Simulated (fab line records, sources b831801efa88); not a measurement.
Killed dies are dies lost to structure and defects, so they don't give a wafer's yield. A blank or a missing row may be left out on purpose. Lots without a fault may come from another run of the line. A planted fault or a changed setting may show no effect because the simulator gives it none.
Which tool did it? | flow sky130 | 11 lots, 33 wafers sampled, at 5 steps of a route of 708

WHAT THE GAUGES READ, wafer by wafer
The record holds no reading of a measuring or inspecting step that can be judged against a usual standard deviation.

WHICH TOOL RAN EACH LOT (tool, then ch and the chambers of the sampled wafers, then the start)
lot  | SKY_CONTACT_CVD_00              | SKY_CONTACT_ETCH_18                | SKY_CONTACT_STRIP_19                 | SKY_METAL1_SPUTTER_00        | SKY_METAL1_SPUTTER_04
L116 | pecvd-04 ch 1,2, day 30 17:47   | rie_diel-04 ch 0,3, day 32 04:00   | plasma_asher-03 ch 0,1, day 32 04:05 | pvd_sputter-02, day 32 05:22 | pvd_sputter-02, day 32 05:27
L119 | pecvd-04 ch 1,2, day 31 18:33   | rie_diel-04 ch 0,2,3, day 32 22:00 | plasma_asher-02 ch 1, day 32 22:32   | pvd_sputter-03, day 32 23:46 | pvd_sputter-03, day 32 23:52
L120 | pecvd-03 ch 0,2, day 32 05:14   | rie_diel-04 ch 0,3, day 33 08:00   | plasma_asher-03 ch 0,1, day 33 08:22 | pvd_sputter-04, day 33 09:37 | pvd_sputter-04, day 33 09:42
L121 | pecvd-03 ch 0,1,2, day 32 14:32 | rie_diel-03 ch 0,2,3, day 33 18:00 | plasma_asher-04 ch 0,1, day 33 18:34 | pvd_sputter-03, day 33 19:51 | pvd_sputter-03, day 33 19:56
L122 | pecvd-02 ch 0,1, day 32 19:59   | rie_diel-03 ch 0,3, day 33 23:00   | plasma_asher-02 ch 0,1, day 33 23:38 | pvd_sputter-03, day 34 00:53 | pvd_sputter-03, day 34 00:58
L124 | pecvd-02 ch 0,2, day 33 19:31   | rie_diel-02 ch 1,3, day 34 22:00   | plasma_asher-03 ch 0,1, day 34 22:59 | pvd_sputter-02, day 35 00:20 | pvd_sputter-02, day 35 00:25
L131 | pecvd-03 ch 0,1, day 35 22:26   | rie_diel-02 ch 2,3, day 37 00:00   | plasma_asher-04 ch 0,1, day 37 00:55 | pvd_sputter-04, day 37 02:10 | pvd_sputter-04, day 37 02:15
L133 | pecvd-02 ch 0,1, day 36 12:44   | rie_diel-04 ch 0,1,3, day 37 14:00 | plasma_asher-03 ch 0,1, day 37 14:59 | pvd_sputter-02, day 37 16:14 | pvd_sputter-02, day 37 16:19
L134 | pecvd-04 ch 1,2, day 36 17:14   | rie_diel-02 ch 0,1, day 37 19:00   | plasma_asher-02 ch 0,1, day 37 19:52 | pvd_sputter-02, day 37 21:04 | pvd_sputter-02, day 37 21:10
L135 | pecvd-02 ch 1,2, day 36 19:29   | rie_diel-03 ch 0,2,3, day 37 21:00 | plasma_asher-03 ch 0,1, day 37 21:23 | pvd_sputter-03, day 37 22:38 | pvd_sputter-03, day 37 22:43
L137 | pecvd-02 ch 1,2, day 37 09:28   | rie_diel-04 ch 0,2, day 38 11:00   | plasma_asher-04 ch 0,1, day 38 11:52 | pvd_sputter-03, day 38 13:07 | pvd_sputter-03, day 38 13:12
- SKY_CONTACT_CVD_00: deposits Si3N4, target thk 75 nm.
- SKY_CONTACT_ETCH_18: etches Si3N4 in CHF3/O2, stops on TiN, time 39 s, target depth 75 nm.
- SKY_CONTACT_STRIP_19: strips in O2/N2.
- SKY_METAL1_SPUTTER_00: material Ti, target thk 15 nm, time 10 s.
- SKY_METAL1_SPUTTER_04: material TiN, target thk 70 nm, time 58.3 s.

WHAT THE TOOLS THEMSELVES READ (means of the sampled wafers that have a number; where no wafer has one, the mark that the record gives instead)
SKY_CONTACT_CVD_00. Usual: heater_power_outer_w 426 W, standard deviation 75; heater_power_w 718 W, standard deviation 130; rf_fwd_power_W 444.9 W, standard deviation 1.6.
lot  | tool     | heater_power_outer_w (W) | heater_power_w (W) | rf_fwd_power_W (W) | flag
L116 | pecvd-04 | 399                      | 701                | 445.2              |
L119 | pecvd-04 | 405                      | 702                | 445.9              |
L120 | pecvd-03 | 493                      | 837                | 445.9              |
L121 | pecvd-03 | 500                      | 847                | 445.6              |
L122 | pecvd-02 | 423                      | 682                | 443.3              |
L124 | pecvd-02 | 347                      | 554                | 444.4              |
L131 | pecvd-03 | 492                      | 861                | 446.5              |
L133 | pecvd-02 | 431                      | 682                | 444.2              |
L134 | pecvd-04 | 374                      | 672                | 444.9              |
L135 | pecvd-02 | 399                      | 653                | 444.2              |
L137 | pecvd-02 | 390                      | 643                | 445.2              |

SKY_CONTACT_ETCH_18. Usual: bias_w 200.0 W, standard deviation 0.63; drypump_motor_current_A 5.7 A, standard deviation 0.35; oes_product_au 0.855 a.u., standard deviation 0.0083; rf_fwd_power_W 593.9 W, standard deviation 2.5; throttle_valve_pct 8.794 %, standard deviation 0.0095.
lot  | tool        | bias_w (W) | drypump_motor_current_A (A) | oes_product_au (a.u.) | rf_fwd_power_W (W) | throttle_valve_pct (%) | flag
L116 | rie_diel-04 | 200.4      | 6.1                         | 0.853                 | 595.0              | 8.788                  |
L119 | rie_diel-04 | 199.9      | 5.8                         | 0.861                 | 596.0              | 8.797                  |
L120 | rie_diel-04 | 200.7      | 6.1                         | 0.856                 | 597.1              | 8.784                  |
L121 | rie_diel-03 | 199.9      | 5.7                         | 0.856                 | 590.8              | 8.797                  |
L122 | rie_diel-03 | 200.4      | 6.0                         | 0.853                 | 592.2              | 8.783                  |
L124 | rie_diel-02 | 199.2      | 5.6                         | 0.860                 | 594.7              | 8.800                  |
L131 | rie_diel-02 | 363.7      | 5.4                         | 0.865                 | 594.6              | 8.794                  | OFF
L133 | rie_diel-04 | 199.6      | 6.1                         | 0.852                 | 595.6              | 8.790                  |
L134 | rie_diel-02 | 363.7      | 5.6                         | 0.863                 | 594.7              | 8.792                  | OFF
L135 | rie_diel-03 | 199.8      | 5.8                         | 0.852                 | 590.6              | 8.796                  |
L137 | rie_diel-04 | 200.0      | 5.9                         | 0.860                 | 594.1              | 8.793                  |

SKY_CONTACT_STRIP_19. Usual: drypump_motor_current_A 5.5 A, standard deviation 0.51; oes_product_au 0.381 a.u., standard deviation 0.0044; strip_time_to_endpoint_s 3.61 s, standard deviation 0.042.
lot  | tool            | drypump_motor_current_A (A) | oes_product_au (a.u.) | strip_time_to_endpoint_s (s) | flag
L116 | plasma_asher-03 | 5.5                         | 0.384                 | 3.65                         |
L119 | plasma_asher-02 | 6.1                         | 0.376                 | 3.58                         |
L120 | plasma_asher-03 | 5.6                         | 0.383                 | 3.60                         |
L121 | plasma_asher-04 | 4.9                         | 0.380                 | 3.55                         |
L122 | plasma_asher-02 | 6.4                         | 0.377                 | 3.56                         |
L124 | plasma_asher-03 | 5.5                         | 0.380                 | 3.63                         |
L131 | plasma_asher-04 | 4.9                         | 0.371                 | 3.43                         | OFF
L133 | plasma_asher-03 | 5.6                         | 0.380                 | 3.59                         |
L134 | plasma_asher-02 | 6.4                         | 0.369                 | 3.38                         | OFF
L135 | plasma_asher-03 | 5.6                         | 0.379                 | 3.58                         |
L137 | plasma_asher-04 | 5.1                         | 0.380                 | 3.61                         |

SKY_METAL1_SPUTTER_00. Usual: throttle_valve_pct 30.4 %, standard deviation 0.85.
lot  | tool           | throttle_valve_pct (%) | flag
L116 | pvd_sputter-02 | 30.5                   |
L119 | pvd_sputter-03 | 30.2                   |
L120 | pvd_sputter-04 | 29.8                   |
L121 | pvd_sputter-03 | 30.4                   |
L122 | pvd_sputter-03 | 30.1                   |
L124 | pvd_sputter-02 | 30.6                   |
L131 | pvd_sputter-04 | 30.6                   |
L133 | pvd_sputter-02 | 31.3                   |
L134 | pvd_sputter-02 | 30.3                   |
L135 | pvd_sputter-03 | 30.3                   |
L137 | pvd_sputter-03 | 30.1                   |

SKY_METAL1_SPUTTER_04. Usual: throttle_valve_pct 30.3 %, standard deviation 0.81.
lot  | tool           | throttle_valve_pct (%) | flag
L116 | pvd_sputter-02 | 30.6                   |
L119 | pvd_sputter-03 | 30.3                   |
L120 | pvd_sputter-04 | 30.0                   |
L121 | pvd_sputter-03 | 30.5                   |
L122 | pvd_sputter-03 | 30.1                   |
L124 | pvd_sputter-02 | 30.5                   |
L131 | pvd_sputter-04 | 30.5                   |
L133 | pvd_sputter-02 | 31.1                   |
L134 | pvd_sputter-02 | 30.1                   |
L135 | pvd_sputter-03 | 30.3                   |
L137 | pvd_sputter-03 | 29.9                   |

THE ANSWER, worked out from the rows above alone
Rule: a lot is off if the mean of its wafers that have a number lies more than 3 standard deviations from the usual mean. A lot without any number at a reading at which 4 lots or more have one is off too. The other lots that the step has rows for count as sound. The gauges are gone through in route order, then the tools' own readings, and for those a lot's mean is taken as printed above. The first step at which some lot is off is used, and at that step the reading that is off furthest; a lot without a number counts as furthest.
Off: L131, L134, at SKY_CONTACT_ETCH_18 (bias_w).
A tool fits if, at that step or a process step before it, it ran every lot that is off, and no sound lot after the first of them. One fits: rie_diel-02 at SKY_CONTACT_ETCH_18. Its last sound lot is L124 (day 34 22:00), its first lot that is off L131 (day 37 00:00): a fault that began between those two fits.
The tool's own readings at SKY_CONTACT_ETCH_18 bear it out: on the lots that are off they differ by more than 5 times the standard deviation of the sound lots' means. bias_w reads 363.7 W there against 200.0 W on the sound lots.

WHAT THE SIMULATOR HAD PUT IN
Process parameter drift: rie_diel-02, from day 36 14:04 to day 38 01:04, at SKY_CONTACT_ETCH_18. Setting bias_w, moved by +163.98, from 200. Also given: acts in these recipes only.
Lots struck among those shown: L131, L134. The rule above found the same.
